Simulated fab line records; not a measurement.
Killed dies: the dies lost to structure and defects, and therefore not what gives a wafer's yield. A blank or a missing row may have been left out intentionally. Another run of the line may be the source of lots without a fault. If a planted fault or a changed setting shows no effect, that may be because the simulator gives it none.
The same fault as seen by 2 desks	flow gf180mcu	numbers are kept per desk, each desk with only its own; the story behind them comes last

## FROM THE METROLOGY DESK
Means of the sampled wafers that have a number, per lot and without regard to the tool the lot ran on: this is what the gauges read. If a lot's mean is further than 4 standard deviations from the usual mean, the lot is out of limits and carries the mark OUT (the distance appears in the brackets).
Columns: A = V3_W_RS at GF_V3_RS_MEAS_24, usual 0.328 ohm/sq; B = cd nm at GF_M4_CD_MEAS_14, usual 280.2 nm; C = M4_OVL at GF_M4_OVL_MEAS_15, usual 0 nm
lot	first seen here	A	B	C
L556	day 22 13:47	0.326	279.7	6
L557	day 23 03:29	0.330	279.0	-4
L561	day 24 06:48	0.326	280.4	2
L564	day 25 23:32	0.326	285.9 (+6.1) OUT	-5
L566	day 26 07:10	0.327	286.3 (+6.5) OUT	-2
L569	day 27 18:41	0.332	281.8	4
L574	day 28 19:20	0.329	280.6	8
L573	day 28 20:34	0.334	280.3	3
L575	day 28 23:30	0.335	280.7	-3
L576	day 29 05:42	0.325	279.5	5
L577	day 29 15:02	0.321	280.1	-5
L578	day 29 21:28	0.325	279.6	-2
L579	day 30 01:15	0.329	279.8	4
This desk's verdict: out of limits on L564, L566, starting with L564 at day 26 20:46 (cd nm at GF_M4_CD_MEAS_14). In limits: L556, L557, L561, L569, L574, L573, L575, L576, L577, L578, L579.

## THE TOOL OWNER'S DESK: litho track-03
At GF_M4_SOFTBAKE_10 (time 60 s), the tool's own readings, given per lot that ran on this tool as the mean of the sampled wafers with a number. If a lot's mean is further than 4 standard deviations from the usual mean, the lot is out of limits and carries the mark OUT (the distance appears in the brackets).
Columns: A = heater power total W at GF_M4_SOFTBAKE_10, usual 93.04 W; B = plate temp C at GF_M4_SOFTBAKE_10, usual 130.00 C
lot	first seen here	A	B
L557	day 23 14:49	93.04	129.79
L561	day 24 18:12	93.07	129.95
L564	day 26 09:17	91.12 (-33) OUT	127.70 (-14) OUT
L566	day 26 18:56	91.14 (-33) OUT	127.89 (-13) OUT
L573	day 29 06:35	93.01	130.12
L577	day 30 00:27	93.00	129.81
L578	day 30 08:38	93.00	130.15
This desk's verdict: out of limits on L564, L566, starting with L564 at day 26 09:17 (heater power total W at GF_M4_SOFTBAKE_10). In limits: L557, L561, L573, L577, L578.

## ALL TOGETHER
At day 26 09:17, on L564, L566, the tool owner's desk was in a position to raise an alarm.
L564, L566 would have let the metrology desk raise an alarm at day 26 20:46.
GF_M4_SOFTBAKE_10 was run on litho track-03 by each of the lots named.

## WHAT WAS PUT IN BY THE SIMULATOR
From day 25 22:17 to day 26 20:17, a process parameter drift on litho track-03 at GF_M4_SOFTBAKE_10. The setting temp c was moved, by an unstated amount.
Shown lots that were struck: L564, L566.
Time in hours from fault onset to the first out-of-limits reading at each desk: tool owner's desk 11, metrology desk 22.
